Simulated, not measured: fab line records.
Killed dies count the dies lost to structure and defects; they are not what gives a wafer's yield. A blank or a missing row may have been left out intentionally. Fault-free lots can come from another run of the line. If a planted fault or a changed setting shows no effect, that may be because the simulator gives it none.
Which tool did it?	flow sky130	10 lots with 30 wafers sampled at 2 steps, on a route of 708 steps

## WHAT THE GAUGES SHOWED, per wafer
SKY_VT_ADJUST_LVTN_TW_MEAS_10.
lot	measured	on	VT_ADJUST_LVTN_TW
L408	day 6 20:11	film_metro-03	241.4 242.4 239.7
L409	day 7 06:13	film_metro-02	234.0 236.1 236.0
L410	day 7 07:46	film_metro-02	234.9 235.3 235.9
L411	day 7 17:22	film_metro-02	234.8 235.3 236.1
L412	day 7 23:20	film_metro-03	243.3 244.4 242.6
L413	day 8 06:40	film_metro-02	237.5 237.8 237.7
L414	day 8 10:28	film_metro-03	472.6 471.3 474.5
L415	day 8 19:24	film_metro-02	462.6 462.6 462.3
L416	day 9 04:50	film_metro-04	462.6 460.6 465.1
L417	day 9 10:37	film_metro-04	463.9 464.8 460.9

## WHICH TOOL RAN EACH LOT (tool, then ch and the chambers of the sampled wafers, then the start)
lot	SKY_VT_ADJUST_LVTN_IMPLANT_08
L408	implanter-01 ch 0, day 6 19:56
L409	implanter-04 ch 0, day 7 05:59
L410	implanter-01 ch 0, day 7 07:31
L411	implanter-04 ch 0, day 7 17:08
L412	implanter-02 ch 0, day 7 23:07
L413	implanter-04 ch 0, day 8 06:25
L414	implanter-02 ch 0, day 8 10:13
L415	implanter-02 ch 0, day 8 19:09
L416	implanter-04 ch 0, day 9 04:36
L417	implanter-02 ch 0, day 9 10:22
- SKY_VT_ADJUST_LVTN_IMPLANT_08

## THE ANSWER, worked out from the rows above alone
Rule: what is usual is taken from the lots themselves. Put in order of their means at a reading, lots are off if they are a third of the lots or fewer, leave a main group of 4 or more, and stand apart from it by a gap of 3 or more times the standard deviation of the main group's means; of several such gaps the widest counts. A main group whose means are all the same, to the digits that the tables above print for the reading, isn't used. A lot without any number at a reading at which 4 lots or more have one is off too. All remaining lots with rows at the step are treated as sound.
No lot is off at any reading shown: from this, nothing can be told.

## WHAT THE SIMULATOR HAD INSERTED
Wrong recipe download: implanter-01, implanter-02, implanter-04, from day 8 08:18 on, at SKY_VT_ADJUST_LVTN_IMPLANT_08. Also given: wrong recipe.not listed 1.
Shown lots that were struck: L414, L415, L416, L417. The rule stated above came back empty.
